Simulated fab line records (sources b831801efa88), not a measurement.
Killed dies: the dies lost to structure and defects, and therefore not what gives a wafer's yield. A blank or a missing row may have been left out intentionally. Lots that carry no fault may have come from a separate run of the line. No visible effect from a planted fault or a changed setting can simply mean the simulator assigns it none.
Matching of chambers || flow sky130 || rie_diel-04 running SKY_VIA3_ETCH_15: 4 sister chambers
The step etches SiO2 in C4F8/O2/Ar, stops on TiN, target depth 507 nm, time 78 s. 4 wafers are shown with their chamber, then 8 later ones without.

== EACH WAFER AND ITS CHAMBER ==
{"wafer": "L083.3", "chamber": 1, "rf_fwd_power_W (W)": 1493}
{"wafer": "L083.6", "chamber": 3, "rf_fwd_power_W (W)": 1489}
{"wafer": "L086.6", "chamber": 0, "rf_fwd_power_W (W)": 1499}
{"wafer": "L089.1", "chamber": 2, "rf_fwd_power_W (W)": 1484}

== WAFERS WITHOUT THEIR CHAMBER ==
{"wafer": "L089.4", "rf_fwd_power_W (W)": 1497}
{"wafer": "L089.5", "rf_fwd_power_W (W)": 1487}
{"wafer": "L091.1", "rf_fwd_power_W (W)": 1494}
{"wafer": "L091.2", "rf_fwd_power_W (W)": 1482}
{"wafer": "L091.4", "rf_fwd_power_W (W)": 1487}
{"wafer": "L097.1", "rf_fwd_power_W (W)": 1499}
{"wafer": "L097.3", "rf_fwd_power_W (W)": 1480}
{"wafer": "L097.5", "rf_fwd_power_W (W)": 1495}

== CHAMBER TAKEN BY EACH ==
{"wafer": "L089.4", "from the rows above": "can't be placed: 0 or 1", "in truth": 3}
{"wafer": "L089.5", "from the rows above": "can't be placed: 3 or 2 or 1", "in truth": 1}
{"wafer": "L091.1", "from the rows above": "can't be placed: 1 or 0 or 3", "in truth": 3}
{"wafer": "L091.2", "from the rows above": 2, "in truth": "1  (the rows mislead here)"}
{"wafer": "L091.4", "from the rows above": "can't be placed: 3 or 2 or 1", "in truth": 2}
{"wafer": "L097.1", "from the rows above": 0, "in truth": 0}
{"wafer": "L097.3", "from the rows above": 2, "in truth": 2}
{"wafer": "L097.5", "from the rows above": "can't be placed: 1 or 0 or 3", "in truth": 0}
Placed correctly: 2 of 8. From these rows, 5 cannot be placed; in 4 the true chamber is one of the candidates. Wrongly placed: 1.
How it was worked out, from the rows above alone: a wafer's distance from a chamber is the root of the sum, over the readings, of the square of ((its reading less the chamber's mean) divided by the reading's scatter). If the next closest chamber is less than 2 further off than the closest, the wafer can't be placed; otherwise it belongs to the closest. A chamber's mean is the mean of its shown wafers. The scatter: with one shown wafer a chamber, the root of the mean of the squares of how far each hidden wafer lies from its nearest shown one.
